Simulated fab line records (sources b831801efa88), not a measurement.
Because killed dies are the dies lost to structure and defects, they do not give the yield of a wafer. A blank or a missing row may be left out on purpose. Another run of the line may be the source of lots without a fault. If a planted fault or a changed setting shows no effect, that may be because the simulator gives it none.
Check for tools in common | flow sky130 | 14 lots and 42 wafers in the sample

## WHAT PROMPTED THE OPENING
Of 14 lots, 2 have the reading LDD_HVN_TW flagged at SKY_LDD_HVN_TW_MEAS_10. Fault-free wafers read 1450, with a standard deviation of 16.
Rule: flag the lot when none of its wafers has a number, or when each of its wafers that has one lies beyond 4 standard deviations from that mean. The rest of the lots are taken to be sound.

lot  | measured     | on            | LDD_HVN_TW, wafer by wafer | flag
L780 | day 21 07:13 | film metro-04 | 1440 1444 1436             |
L782 | day 21 23:31 | film metro-02 | 1471 1470 1470             |
L783 | day 22 04:51 | film metro-04 | 1452 1443 1444             |
L787 | day 23 21:57 | film metro-02 | 31 30 31                   | FLAGGED
L788 | day 24 03:15 | film metro-04 | 30 30 30                   | FLAGGED
L792 | day 25 11:19 | film metro-01 | 1430 1435 1430             |
L794 | day 26 05:15 | film metro-04 | 1444 1438 1454             |
L795 | day 26 10:33 | film metro-01 | 1433 1434 1437             |
L796 | day 26 19:03 | film metro-04 | 1452 1451 1454             |
L797 | day 27 02:04 | film metro-04 | 1441 1434 1438             |
L798 | day 27 13:00 | film metro-01 | 1436 1439 1434             |
L799 | day 27 19:44 | film metro-02 | 1474 1467 1461             |
L800 | day 28 03:01 | film metro-01 | 1423 1432 1432             |
L801 | day 28 06:12 | film metro-02 | 1458 1461 1475             |
On average the flagged lots' numbers are 30, which is -1420 against the usual, or -89 standard deviations.

## LOT BY LOT: THE TOOL USED
The record holds 2 process steps before the reading, out of a route of 708 steps. Each cell gives the tool, then ch followed by the chambers the sampled wafers passed through, then the start.
lot  | flag    | SKY_LDD_P_STRIP_10                   | SKY_LDD_HVN_IMPLANT_08
L780 |         | plasma asher-04 ch 0,1, day 20 00:51 | implanter-04 ch 0, day 21 06:58
L782 |         | plasma asher-01 ch 0,1, day 20 16:30 | implanter-02 ch 0, day 21 23:16
L783 |         | plasma asher-01 ch 1, day 20 22:03   | implanter-01 ch 0, day 22 04:36
L787 | FLAGGED | plasma asher-03 ch 0,1, day 22 15:46 | implanter-04, day 23 21:42
L788 | FLAGGED | plasma asher-03 ch 0,1, day 22 21:13 | implanter-01, day 24 03:00
L792 |         | plasma asher-01 ch 0,1, day 24 05:54 | implanter-01 ch 0, day 25 11:04
L794 |         | plasma asher-03 ch 0,1, day 25 00:06 | implanter-02 ch 0, day 26 05:00
L795 |         | plasma asher-04 ch 0,1, day 25 05:27 | implanter-01 ch 0, day 26 10:18
L796 |         | plasma asher-04 ch 0,1, day 25 13:28 | implanter-01 ch 0, day 26 18:48
L797 |         | plasma asher-01 ch 0, day 25 20:49   | implanter-02 ch 0, day 27 01:49
L798 |         | plasma asher-04 ch 0,1, day 26 07:06 | implanter-02 ch 0, day 27 12:45
L799 |         | plasma asher-03 ch 0,1, day 26 14:54 | implanter-02 ch 0, day 27 19:29
L800 |         | plasma asher-03 ch 0,1, day 26 22:42 | implanter-02 ch 0, day 28 02:46
L801 |         | plasma asher-03 ch 0,1, day 27 02:22 | implanter-01 ch 0, day 28 05:57
These steps, and what they do:
- SKY_LDD_P_STRIP_10: strips in O2/N2.
- SKY_LDD_HVN_IMPLANT_08
- SKY_LDD_HVN_TW_MEAS_10

## FLAGGED AGAINST TOTAL, ONE TOOL AT A TIME (gauges that did the reading follow at the end)
step                   | tool            | lots run | flagged | share of the flagged lots | sound lots run after its first flagged lot
SKY_LDD_P_STRIP_10     | plasma asher-01 | 4        | 0       | none                      | -
SKY_LDD_P_STRIP_10     | plasma asher-03 | 6        | 2       | all                       | 4 (L794,L799,L800,L801)
SKY_LDD_P_STRIP_10     | plasma asher-04 | 4        | 0       | none                      | -
SKY_LDD_HVN_IMPLANT_08 | implanter-01    | 6        | 1       | some                      | 4 (L792,L795,L796,L801)
SKY_LDD_HVN_IMPLANT_08 | implanter-02    | 6        | 0       | none                      | -
SKY_LDD_HVN_IMPLANT_08 | implanter-04    | 2        | 1       | some                      | 0
SKY_LDD_HVN_TW_MEAS_10 | film metro-01   | 4        | 0       | none                      | -
SKY_LDD_HVN_TW_MEAS_10 | film metro-02   | 4        | 1       | some                      | 2 (L799,L801)
SKY_LDD_HVN_TW_MEAS_10 | film metro-04   | 6        | 1       | some                      | 3 (L794,L796,L797)

## WHAT IS ALLOWED BY THE TABLE
All flagged lots share 1 row of the table, namely plasma asher-03 at SKY_LDD_P_STRIP_10.
- plasma asher-03 at SKY_LDD_P_STRIP_10 ran 6 lots, 2 of them flagged. Lots that were sound ran on it after the first flagged one (L794, L799, L800, L801); a persistent fault on the entire tool would not allow that.
Every row of the table either missed a flagged lot or ran a sound lot after the first.

## WHAT WAS PUT IN BY THE SIMULATOR
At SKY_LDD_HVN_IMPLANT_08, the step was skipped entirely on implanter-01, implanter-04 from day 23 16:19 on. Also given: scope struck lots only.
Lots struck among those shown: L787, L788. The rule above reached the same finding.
